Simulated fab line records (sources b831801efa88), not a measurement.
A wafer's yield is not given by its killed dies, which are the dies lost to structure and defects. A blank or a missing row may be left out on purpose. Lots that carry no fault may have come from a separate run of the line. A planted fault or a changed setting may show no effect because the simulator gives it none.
fab line records	flow sfq-line
[record] lots = 5	wafers = 15	last-day = 86
route steps=325 shown I0@47 M1@58 I1@73 M2@88 M8@325
lots that met no fault: from a run of the same line without faults
start-h: hours from the record's first day to the start of the lot's first wafer shown	wait-h: hours from the lot's prior step to this one	" as in the row above	L1.1+2: several wafers, shown together as one row	- no value present, or no start provided	* or withheld: withheld	< > ~ a bound
route shown NAME@n: names a module that has steps shown in the file, with the first one's number in the route	usual: mean/standard deviation taken from wafers without a fault	same: alike in all rows	chamber/n: place in a boat	sites: readings site by site	_std_site: the standard deviation of these	_edge_site: the outer-site mean with the inner-site mean subtracted	radius-mm: for every site, how far away it sits from the centre of the wafer	mask NAME#n: copy n	behind: the last tool/chamber to shape the wafer	hold: the reason the lot was held/the length of the hold in hours/how it ended	device: the transistor (n, p or np) that didn't switch	end of line: at the end of the route, the tests of the same wafers	a step without rows: its recipe alone	killed: dies lost to structure and defects at the first sort, not the wafer's yield	map: a wafer's dies, x killed, . not, _ none there
set.NAME: the run value of the setting; set.NAME@STEP: its run value at that earlier step	model.NAME: the simulator's own value behind a step, which no gauge read
lots at some steps of the route; a table a step, a row a wafer
services: from which hour (start-h, from the record's first day; less than 0 if before it) a tool's chamber was out of use, for how many hours, and why
[[steps]]
[step SFQ_TRILAYER_I0_VIA_LITHO_COAT_036]
[recipe] resist = BARC	spin-rpm = 3000	resist-thk-nm = 62
[step SFQ_TRILAYER_I0_VIA_LITHO_COAT_031]
[recipe] resist = KrF	spin-rpm = 3000	resist-thk-nm = 650
[step SFQ_TRILAYER_I0_VIA_LITHO_SOFTBAKE_035]
[recipe] temp-c = withheld	time-s = withheld	resist = KrF
[step SFQ_TRILAYER_I0_VIA_LITHO_EXPOSE_032]
[recipe] mask-id = I0	na = 0.6	source-shape = conventional	sigma-outer = 0.65	target-cd-nm = 500	dose-mj = 21.3
[step SFQ_TRILAYER_I0_VIA_LITHO_PEB_034]
[recipe] peb-temp-c = 115	peb-time-s = 60	resist = KrF
[step SFQ_TRILAYER_I0_VIA_LITHO_DEVELOP_033]
[recipe] time-s = 60	resist = KrF
[step SFQ_I0_OVL_MEAS_908]
[usual] I0_OVL = 2/4.2
lot.wafer	tool	chamber	start-h	wait-h	I0_OVL[nm]
L960.1	overlay-01	-	231.54	0.1	2
L960.3	"	-	"	"	-4
L960.5	"	-	"	"	-1
L971.1	overlay-01	-	299.94	0.1	2
L971.4	"	-	"	"	-5
L971.5	"	-	"	"	3
L973.2	overlay-02	-	311.95	0.1	-4
L973.5	"	-	"	"	-1
L973.6	"	-	"	"	-4
L976.4	overlay-02	-	333.39	0.1	3
L976.5	"	-	"	"	2
L976.6	"	-	"	"	5
L980.2	overlay-01	-	370.20	0.1	4
L980.3	"	-	"	"	0
L980.6	"	-	"	"	4
[step SFQ_TRILAYER_I0_VIA_BARC_OPEN_VIA_ETCH_046]
[recipe] mask-material = PR	chemistry = O2	target-depth-nm = 125	target = BARC	source-w = 500	bias-w = 80	pressure-mtorr = 30	time-s = 41.7
[usual] drypump-motor-current-A = 5.8/0.4	oes-product-au = 0.685/0.0042
lot.wafer	tool	chamber	start-h	wait-h	drypump-motor-current-A	oes-product-au	rf-hours-counter-h
L960.1	rie-diel-01	1	231.58	0.0	5.1	0.688	2
L960.3	"	0	"	"	5.4	0.695	66
L960.5	"	1	"	"	5.1	0.685	-
L971.1	rie-diel-04	0	299.98	0.0	6.5	0.681	2
L971.4	"	0	"	"	6.5	0.686	-
L971.5	"	3	"	"	6.2	0.683	-
L973.2	rie-diel-01	1	311.98	0.0	5.2	0.689	5
L973.5	"	2	"	"	5.9	0.688	-
L973.6	"	3	"	"	5.9	0.684	-
L976.4	rie-diel-02	0	333.40	0.0	5.8	0.683	46
L976.5	"	3	"	"	5.6	0.684	-
L976.6	"	0	"	"	5.8	0.677	-
L980.2	rie-diel-01	1	370.23	0.0	5.2	0.683	6
L980.3	"	3	"	"	5.9	0.685	2
L980.6	"	1	"	"	5.2	0.688	-
[step SFQ_TRILAYER_I0_VIA_ETCH_VIA_ETCH_034]
[recipe] target = SiO2	stop-on = Nb	mask-material = PR	taper-deg = 20	chemistry = CHF3	target-depth-nm = 260	source-w = 500	bias-w = 80	pressure-mtorr = 30	time-s = withheld
[step SFQ_TRILAYER_I0_VIA_STRIP_STRIP_035]
[recipe] gas = O2	power-w = 200	platen-temp-c = 40	overash-fraction = 0.65	chemistry = O2	pressure-mtorr = 50
[step SFQ_TRILAYER_I0_VIA_STRIP_SOLV_CLEAN_036]
[recipe] chemistry = NMP	temp-c = 70	time-s = 600
[step SFQ_TRILAYER_M1_DEP_PRE_CLEAN_038]
[recipe] gas = Ar	time-s = 22.5	bias-v = 250
[step SFQ_TRILAYER_M1_DEP_SPUTTER_037]
[recipe] material = Nb	base-pressure-pa = 1.33e-06	chamber-pressure-pa = 0.1333	substrate-temp-c = 20	resputter-cathode-voltage-v = 400	target-thk-nm = 200	power-w = 2000	time-s = 133.3
[usual] throttle-valve-pct = 30.0/1.2
lot.wafer	tool	chamber	start-h	wait-h	throttle-valve-pct	model.Nb_of_TRILAYER_M1_DEP_SPUTTER_037.thk-nm
L960.1	pvd-sputter-05	-	232.53	0.0	30.2	196.5
L960.3	"	-	"	"	31.2	198.4
L960.5	"	-	"	"	31.2	199.4
L971.1	pvd-sputter-03	-	300.93	0.0	28.6	203.3
L971.4	"	-	"	"	27.6	161.3
L971.5	"	-	"	"	31.7	202.5
L973.2	pvd-sputter-06	-	312.93	0.0	28.7	201.1
L973.5	"	-	"	"	29.1	197.8
L973.6	"	-	"	"	30.8	201
L976.4	pvd-sputter-06	-	334.98	0.0	31.4	201.9
L976.5	"	-	"	"	30.9	202.8
L976.6	"	-	"	"	29.3	201.8
L980.2	pvd-sputter-03	-	371.18	0.0	27.8	200
L980.3	"	-	"	"	31.6	198.9
L980.6	"	-	"	"	27.5	200.2
[step SFQ_M1_RS_MEAS_909]
[recipe] thk-meas-gauge = four-point-probe	reads = Nb_of_TRILAYER_M1_DEP_SPUTTER_037
[usual] M1_NB_RS = 0.891/0.0098
lot.wafer	tool	chamber	start-h	wait-h	M1_NB_RS[ohm/sq]
L960.1	film-metro-03	-	232.62	0.0	0.905
L960.3	"	-	"	"	0.897
L960.5	"	-	"	"	0.892
L971.1	film-metro-03	-	301.02	0.0	0.873
L971.4	"	-	"	"	1.104
L971.5	"	-	"	"	0.877
L973.2	film-metro-01	-	313.04	0.1	0.887
L973.5	"	-	"	"	0.901
L973.6	"	-	"	"	0.884
L976.4	film-metro-01	-	335.18	0.2	0.883
L976.5	"	-	"	"	0.879
L976.6	"	-	"	"	0.881
L980.2	film-metro-02	-	371.29	0.1	0.892
L980.3	"	-	"	"	0.896
L980.6	"	-	"	"	0.892
[step SFQ_TRILAYER_M1_LITHO_COAT_044]
[recipe] resist = BARC	spin-rpm = 3000	resist-thk-nm = 62
[step SFQ_TRILAYER_M1_LITHO_COAT_039]
[recipe] resist = KrF	spin-rpm = 3000	resist-thk-nm = 600
[step SFQ_TRILAYER_M1_LITHO_SOFTBAKE_043]
[recipe] temp-c = withheld	time-s = withheld	resist = KrF
[step SFQ_TRILAYER_M1_LITHO_EXPOSE_040]
[recipe] mask-id = M1	na = 0.6	source-shape = conventional	sigma-outer = 0.65	target-cd-nm = 500	dose-mj = 14.4
[step SFQ_TRILAYER_M1_LITHO_PEB_042]
[recipe] peb-temp-c = 115	peb-time-s = 60	resist = KrF
[step SFQ_TRILAYER_M1_LITHO_DEVELOP_041]
[recipe] time-s = 60	resist = KrF
[step SFQ_M1_OVL_MEAS_911]
[usual] M1_OVL = -2/4.7
lot.wafer	tool	chamber	start-h	wait-h	M1_OVL[nm]
L960.1	overlay-01	-	336.79	0.1	-3
L960.3	"	-	"	"	2
L960.5	"	-	"	"	0
L971.1	overlay-02	-	425.08	0.1	-1
L971.4	"	-	"	"	2
L971.5	"	-	"	"	-1
L973.2	overlay-02	-	437.09	0.1	-1
L973.5	"	-	"	"	-1
L973.6	"	-	"	"	3
L976.4	overlay-02	-	460.65	0.1	-10
L976.5	"	-	"	"	-6
L976.6	"	-	"	"	-4
L980.2	overlay-02	-	497.49	0.1	-3
L980.3	"	-	"	"	0
L980.6	"	-	"	"	0
[step SFQ_TRILAYER_M1_BARC_OPEN_METAL_ETCH_054]
[recipe] mask-material = PR	chemistry = O2	target-depth-nm = 125	target = BARC	icp-w = 600	bias-w = 80	pressure-mtorr = 10	time-s = 41.7
[step SFQ_TRILAYER_M1_ETCH_METAL_ETCH_042]
[recipe] target = Nb	stop-on = SiO2	mask-material = PR	chemistry = Cl2/Ar	target-depth-nm = 240	icp-w = 600	bias-w = 80	pressure-mtorr = 10	time-s = 120
[usual] drypump-motor-current-A = 5.33/0.26	oes-product-au = 0.894/0.0068
lot.wafer	tool	chamber	start-h	wait-h	drypump-motor-current-A	oes-product-au	rf-hours-counter-h
L960.1	rie-metal-02	0	336.95	0.1	5.47	0.880	22
L960.3	"	0	"	"	5.46	0.895	-
L960.5	"	0	"	"	5.47	0.895	-
L971.1	rie-metal-04	0	425.18	0.0	4.88	0.897	137
L971.4	"	1	"	"	5.45	0.791	-
L971.5	"	1	"	"	5.46	0.899	-
L973.2	rie-metal-04	0	437.18	0.0	4.91	0.898	139
L973.5	"	0	"	"	4.87	0.885	-
L973.6	"	1	"	"	5.45	0.899	-
L976.4	rie-metal-04	0	460.77	0.1	4.87	0.895	-
L976.5	"	1	"	"	5.46	0.905	-
L976.6	"	0	"	"	4.89	0.888	-
L980.2	rie-metal-04	0	497.58	0.0	4.89	0.891	151
L980.3	"	1	"	"	5.44	0.895	-
L980.6	"	0	"	"	4.87	0.887	-
[step SFQ_TRILAYER_M1_STRIP_STRIP_043]
[recipe] gas = O2	power-w = 200	platen-temp-c = 40	overash-fraction = 0.65	chemistry = O2	pressure-mtorr = 50
[step SFQ_TRILAYER_M1_STRIP_SOLV_CLEAN_044]
[recipe] chemistry = NMP	temp-c = 70	time-s = 600
[step SFQ_TRILAYER_I1_DEP_PECVD_045]
[recipe] material = SiO2	temp-c = 150	time-s = 111.11	pressure-torr = 2.4	rf-w = 183.3	precursor = SiH4/N2O	target-thk-nm = 500
[usual] heater-power-w = 95/19	throttle-valve-pct = 24.7/1.8
lot.wafer	tool	chamber	start-h	wait-h	heater-power-w	throttle-valve-pct
L960.1	pecvd-04	0	338.75	0.0	92	27.9
L960.3	"	0	"	"	98	27.4
L960.5	"	0	"	"	95	27.8
L971.1	pecvd-01	2	426.08	0.0	76	24.0
L971.4	"	2	"	"	77	24.0
L971.5	"	0	"	"	79	23.6
L973.2	pecvd-03	1	438.09	0.0	75	26.2
L973.5	"	2	"	"	121	23.3
L973.6	"	1	"	"	80	26.1
L976.4	pecvd-01	0	461.67	0.0	86	23.8
L976.5	"	1	"	"	88	22.6
L976.6	"	2	"	"	73	24.2
L980.2	pecvd-03	2	498.49	0.0	124	23.4
L980.3	"	0	"	"	93	23.9
L980.6	"	2	"	"	132	23.3
[step SFQ_TRILAYER_I1_CMP_CMP_046]
[recipe] material = SiO2	down-force-psi = 3	platen-rpm = 60	pad-velocity-m-s = 0.94248
[step SFQ_I1_BOW_MEAS_912]
[recipe] mode = bow
[usual] I1_BOW = 2/8.7
lot.wafer	tool	chamber	start-h	wait-h	I1_BOW[um]
L960.1	film-metro-01	-	343.47	2.0	0
L960.3	"	-	"	"	-19
L960.5	"	-	"	"	-4
L971.1	film-metro-01	-	441.13	1.0	4
L971.4	"	-	"	"	-12
L971.5	"	-	"	"	-2
L973.2	film-metro-04	-	453.15	2.0	1
L973.5	"	-	"	"	-5
L973.6	"	-	"	"	4
L976.4	film-metro-02	-	474.19	2.6	-7
L976.5	"	-	"	"	-12
L976.6	"	-	"	"	5
L980.2	film-metro-02	-	507.16	1.5	8
L980.3	"	-	"	"	15
L980.6	"	-	"	"	-1
[step SFQ_TRILAYER_I1_METRO_MEASURE_047]
[usual] thk-nm = 200.1/1.1
lot.wafer	tool	chamber	start-h	wait-h	thk-nm
L960.1	film-metro-01	-	343.59	0.1	199.9
L960.3	"	-	"	"	199.3
L960.5	"	-	"	"	200.7
L971.1	film-metro-01	-	441.25	0.1	198.6
L971.4	"	-	"	"	198.6
L971.5	"	-	"	"	200.3
L973.2	film-metro-04	-	453.45	0.3	200.2
L973.5	"	-	"	"	199.2
L973.6	"	-	"	"	201.2
L976.4	film-metro-02	-	474.85	0.6	200.3
L976.5	"	-	"	"	199.7
L976.6	"	-	"	"	199.4
L980.2	film-metro-02	-	507.46	0.3	198.7
L980.3	"	-	"	"	200.1
L980.6	"	-	"	"	200.5
[step SFQ_TRILAYER_I1_VIA_LITHO_COAT_054]
[recipe] resist = BARC	spin-rpm = 3000	resist-thk-nm = 62
[step SFQ_TRILAYER_I1_VIA_LITHO_COAT_049]
[recipe] resist = KrF	spin-rpm = 3000	resist-thk-nm = 650
[step SFQ_TRILAYER_I1_VIA_LITHO_SOFTBAKE_053]
[recipe] temp-c = withheld	time-s = withheld	resist = KrF
[step SFQ_TRILAYER_I1_VIA_LITHO_EXPOSE_050]
[recipe] mask-id = I1	na = 0.6	source-shape = conventional	sigma-outer = 0.65	target-cd-nm = 500	dose-mj = 21.3
[step SFQ_TRILAYER_I1_VIA_LITHO_PEB_052]
[recipe] peb-temp-c = 115	peb-time-s = 60	resist = KrF
[step SFQ_TRILAYER_I1_VIA_LITHO_DEVELOP_051]
[recipe] time-s = 60	resist = KrF
[step SFQ_I1_OVL_MEAS_913]
[usual] I1_OVL = -8/5.1
lot.wafer	tool	chamber	start-h	wait-h	I1_OVL[nm]
L960.1	overlay-02	-	381.25	0.1	-8
L960.3	"	-	"	"	-8
L960.5	"	-	"	"	-8
L971.1	overlay-02	-	489.24	0.1	-3
L971.4	"	-	"	"	-3
L971.5	"	-	"	"	-2
L973.2	overlay-01	-	496.44	0.1	-16
L973.5	"	-	"	"	-7
L973.6	"	-	"	"	-11
L976.4	overlay-02	-	515.66	0.1	-5
L976.5	"	-	"	"	-3
L976.6	"	-	"	"	-5
L980.2	overlay-02	-	532.44	0.1	-5
L980.3	"	-	"	"	-15
L980.6	"	-	"	"	-5
[step SFQ_TRILAYER_I1_VIA_BARC_OPEN_VIA_ETCH_071]
[recipe] mask-material = PR	chemistry = O2	target-depth-nm = 125	target = BARC	source-w = 500	bias-w = 80	pressure-mtorr = 30	time-s = 41.7
[usual] drypump-motor-current-A = 5.8/0.52	oes-product-au = 0.685/0.0045
lot.wafer	tool	chamber	start-h	wait-h	drypump-motor-current-A	oes-product-au	rf-hours-counter-h
L960.1	rie-diel-03	2	381.28	0.0	5.7	0.690	15
L960.3	"	3	"	"	4.8	0.691	16
L960.5	"	3	"	"	4.8	0.691	-
L971.1	rie-diel-04	1	489.27	0.0	5.7	0.690	3
L971.4	"	0	"	"	6.6	0.682	5
L971.5	"	0	"	"	6.6	0.692	-
L973.2	rie-diel-04	0	496.47	0.0	6.6	0.686	5
L973.5	"	1	"	"	5.7	0.685	-
L973.6	"	2	"	"	6.2	0.682	-
L976.4	rie-diel-03	3	515.69	0.0	4.8	0.685	-
L976.5	"	1	"	"	6.6	0.688	-
L976.6	"	2	"	"	5.7	0.685	-
L980.2	rie-diel-03	3	532.47	0.0	4.8	0.687	19
L980.3	"	2	"	"	5.8	0.687	18
L980.6	"	1	"	"	6.6	0.687	-
[step SFQ_TRILAYER_I1_VIA_ETCH_VIA_ETCH_052]
[recipe] target = SiO2	stop-on = Nb	mask-material = PR	taper-deg = 20	chemistry = CHF3	target-depth-nm = 260	source-w = 500	bias-w = 80	pressure-mtorr = 30	time-s = withheld
[step SFQ_TRILAYER_I1_VIA_STRIP_STRIP_053]
[recipe] gas = O2	power-w = 200	platen-temp-c = 40	overash-fraction = 0.65	chemistry = O2	pressure-mtorr = 50
[usual] drypump-motor-current-A = 5.6/0.41	oes-product-au = 0.999/0.0073
lot.wafer	tool	chamber	start-h	wait-h	drypump-motor-current-A	oes-product-au	rf-hours-counter-h
L960.1	rie-metal-03	1	381.43	-	6.4	0.998	25
L960.3	"	0	"	"	5.1	0.999	-
L960.5	"	1	"	"	6.4	1.000	-
L971.1	rie-metal-03	0	489.43	-	5.1	0.997	72
L971.4	"	1	"	"	6.4	1.004	-
L971.5	"	0	"	"	5.1	1.004	-
L973.2	rie-metal-01	0	496.63	-	5.3	0.998	141
L973.5	"	1	"	"	5.4	1.006	-
L973.6	"	0	"	"	5.3	0.999	-
L976.4	rie-metal-01	0	516.43	-	5.4	1.013	-
L976.5	"	0	"	"	5.4	1.005	-
L976.6	"	0	"	"	5.4	0.998	-
L980.2	rie-metal-01	1	532.63	-	5.4	1.015	86
L980.3	"	0	"	"	5.3	1.021	-
L980.6	"	1	"	"	5.4	1.017	-
[step SFQ_TRILAYER_I1_VIA_STRIP_SOLV_CLEAN_054]
[recipe] chemistry = NMP	temp-c = 70	time-s = 600
[step SFQ_TRILAYER_M2_DEP_PRE_CLEAN_056]
[recipe] gas = Ar	time-s = 22.5	bias-v = 250
[step SFQ_M8_BOW_MEAS_951]
[recipe] mode = bow
[usual] M8_BOW = 5/12
lot.wafer	tool	chamber	start-h	wait-h	M8_BOW[um]	model.etest.m1.ohm-um	model.etest.i0.link-ohm	model.etest.i1.link-ohm	model.etest.m1.ohm-sq
L960.1	film-metro-04	-	1933.86	0.0	-5	1.822	1.983	1.994	0.9056
L960.3	"	-	"	"	-27	1.802	1.982	1.976	0.8971
L960.5	"	-	"	"	-9	1.794	1.988	1.98	0.8923
L971.1	film-metro-04	-	2038.72	0.0	-3	1.744	1.94	1.963	0.8753
L971.4	"	-	"	"	-19	2.196	2.22	2.19	1.103
L971.5	"	-	"	"	-9	1.754	1.949	1.977	0.8786
L973.2	film-metro-04	-	2045.95	0.0	8	1.772	1.964	1.945	0.885
L973.5	"	-	"	"	1	1.805	1.975	1.964	0.8997
L973.6	"	-	"	"	11	1.768	1.965	1.959	0.8854
L976.4	film-metro-04	-	2050.85	0.1	7	1.758	1.953	1.968	0.8816
L976.5	"	-	"	"	3	1.746	1.94	1.96	0.8773
L976.6	"	-	"	"	19	1.753	1.949	1.97	0.8817
L980.2	film-metro-02	-	2065.24	0.0	9	1.765	1.946	1.97	0.8899
L980.3	"	-	"	"	18	1.778	1.952	1.966	0.8945
L980.6	"	-	"	"	3	1.77	1.941	1.966	0.8891
[[services]]
tool	chamber	start-h	hours	kind
rie-diel-03	-	215.59	0.2	repair
rie-metal-04	-	234.97	1.4	pm
rie-diel-04	2	236.51	9.5	repair
rie-metal-04	-	246.62	0.6	repair
rie-diel-01	2	275.26	24.4	repair
rie-diel-01	0	293.62	14.6	repair
rie-diel-03	-	303.45	14.6	pm
rie-metal-01	0	303.92	1.1	repair
rie-metal-04	1	332.29	11.3	repair
rie-diel-03	0	351.20	46.9	repair
rie-diel-03	1	351.87	3.2	repair
rie-diel-03	3	352.98	4.9	repair
rie-metal-01	-	354.57	0.5	repair
rie-diel-04	1	363.61	22.6	repair
rie-diel-01	0	363.71	10.3	repair
rie-diel-03	3	369.45	1.9	repair
rie-diel-04	0	371.86	4.1	repair
rie-diel-04	-	375.83	1.6	repair
rie-diel-03	-	394.44	0.7	repair
rie-diel-03	2	398.35	6.5	repair
rie-metal-01	-	436.29	0.4	repair
rie-metal-01	-	484.38	0.6	repair
rie-diel-03	0	485.96	128.7	repair
rie-metal-04	-	504.65	2.8	pm
[[key]]
[first-sign] step = SFQ_M1_RS_MEAS_909	reading = M1_NB_RS	direction = up	sigmas = 22	usual = 0.891	struck = 1.104
[effect] step = SFQ_TRILAYER_M1_ETCH_METAL_ETCH_042	reading = oes-product-au	direction = down	sigmas = 15	usual = 0.894	struck = 0.791
[model-effect] step = SFQ_TRILAYER_M1_DEP_SPUTTER_037	value = Nb_of_TRILAYER_M1_DEP_SPUTTER_037.thk-nm	without = 202.8	struck = 161.3
[model-effect] step = SFQ_M8_BOW_MEAS_951	value = etest.m1.ohm-um	without = 1.747	struck = 2.196
met-at SFQ_TRILAYER_M1_DEP_SPUTTER_037
struck-wafers L971.4
[fault] kind = process-parameter-drift	tool = pvd-sputter-03	chamber = -	onset-h = 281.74	steps = SFQ_TRILAYER_M1_DEP_SPUTTER_037	channel = time-s	offset = *	shape = step	end-h = 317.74	acts-in = *	stated = *	scope = struck-wafers-only
